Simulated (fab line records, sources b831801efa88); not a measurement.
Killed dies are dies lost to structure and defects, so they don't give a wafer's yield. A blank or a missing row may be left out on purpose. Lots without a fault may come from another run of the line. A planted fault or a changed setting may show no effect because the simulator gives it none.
Problem report in the 8D (eight disciplines) form, filled by code | flow gf180mcu | the parts of the form that need people (team, actions taken, sign-off) are left out

1. THE PROBLEM
M4_ALCU_RS at GF_M4_RS_MEAS_05 reads a mean of 0.0650 ohm/sq on 2 wafers of 1 lot; wafers without a fault read 0.0694 ohm/sq with a standard deviation of 0.0009. That is -4.9 standard deviations from the usual mean.
The step: measures by four-point-probe.
First seen on wafer L371.1, day 26 22:29, on film_metro-03. The record holds 36 wafers of 12 lots with a number at this step. Rule for "out", or "out of limits": more than 4 standard deviations from the usual mean. The other wafers with a number count as sound.

2. WHAT IT IS AND WHAT IT IS NOT
question                    | is                | is not
which readings at this step | M4_ALCU_RS        | -
which lots                  | L371              | L359, L360, L361, L362, L376, L377, L378, L379, L380, L381, L382
which wafers of those lots  | L371.1, L371.5    | L371.3
read on which gauges        | film_metro-03     | film_metro-01, film_metro-02
when                        | from day 26 22:29 | up to then (13 sound wafers); but 21 sound wafers of L376, L377, L378, L379, L380, L381, L382 came after

3. SUSPECTS, AND WHAT RULES EACH OUT
Counting: a tool at a process step up to the reading stays a suspect if it ran every lot that is out. Sound lots after the first of them don't rule it out here, since some wafers of a struck lot are sound.
- the gauge at GF_M4_RS_MEAS_05: kept. All the wafers that are out were read on film_metro-03, and no step on other tools shows them out.
- pvd_sputter-03 at GF_V3_SPUTTER_22 (material TiN, target thk 10 nm, time 40 s): kept. It ran the lot that is out, L371 (day 26 21:19); its last sound lot up to then is L359 (day 22 08:31).
- pvd_sputter-04 at GF_M4_SPUTTER_00 (material Ti, target thk 37.5 nm, time 150 s): kept. It ran the lot that is out, L371 (day 26 22:16); its last sound lot up to then is L361 (day 23 13:24).
- pvd_sputter-04 at GF_M4_SPUTTER_02 (material AlCu, target thk 450 nm, time 23.9 s): kept. It ran the lot that is out, L371 (day 26 22:24); its last sound lot up to then is L361 (day 23 13:32).
Left after counting: pvd_sputter-03 at GF_V3_SPUTTER_22, pvd_sputter-04 at GF_M4_SPUTTER_00, pvd_sputter-04 at GF_M4_SPUTTER_02, film_metro-03 at GF_M4_RS_MEAS_05.

4. THE CAUSE (what the simulator had put in)
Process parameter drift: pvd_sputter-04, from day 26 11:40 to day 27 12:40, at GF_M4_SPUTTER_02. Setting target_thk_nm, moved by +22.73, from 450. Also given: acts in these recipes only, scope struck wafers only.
Counting left 4 suspects, and this tool is among them.

5. THE CHAIN OF EFFECTS, in route order
Each row: a reading whose mean over the struck wafers that have a number lies more than 3 standard deviations from the usual. Only readings for which the record gives a usual standard deviation are gone through. hours: the time from each lot's start at the first step in this table that gives one to its start at this step, as a median over the lots. sigmas: the change in usual standard deviations.
hours | step              | reading     | usual         | on struck wafers | change  | sigmas
0     | GF_M4_RS_MEAS_05  | M4_ALCU_RS  | 0.0694 ohm/sq | 0.0650           | -0.0044 | -4.9
0     | GF_M4_THK_MEAS_06 | M4_ALCU_THK | 451 nm        | 480              | +28     | +4.5

6. WHAT WOULD HAVE CAUGHT IT SOONER
In this record the first reading out of limits at a measuring or inspecting step was taken at day 26 22:29, 11 hours after the fault began at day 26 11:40.
Of the tool readings at GF_M4_SPUTTER_02 for which the record gives a usual standard deviation, none was out on any struck wafer, so an alarm limit of 4 standard deviations on them would not have fired.
All the lots that are out (1) had begun GF_M4_SPUTTER_02 on pvd_sputter-04 by day 26 22:29. A hold on the tool at that time would have spared none of them.
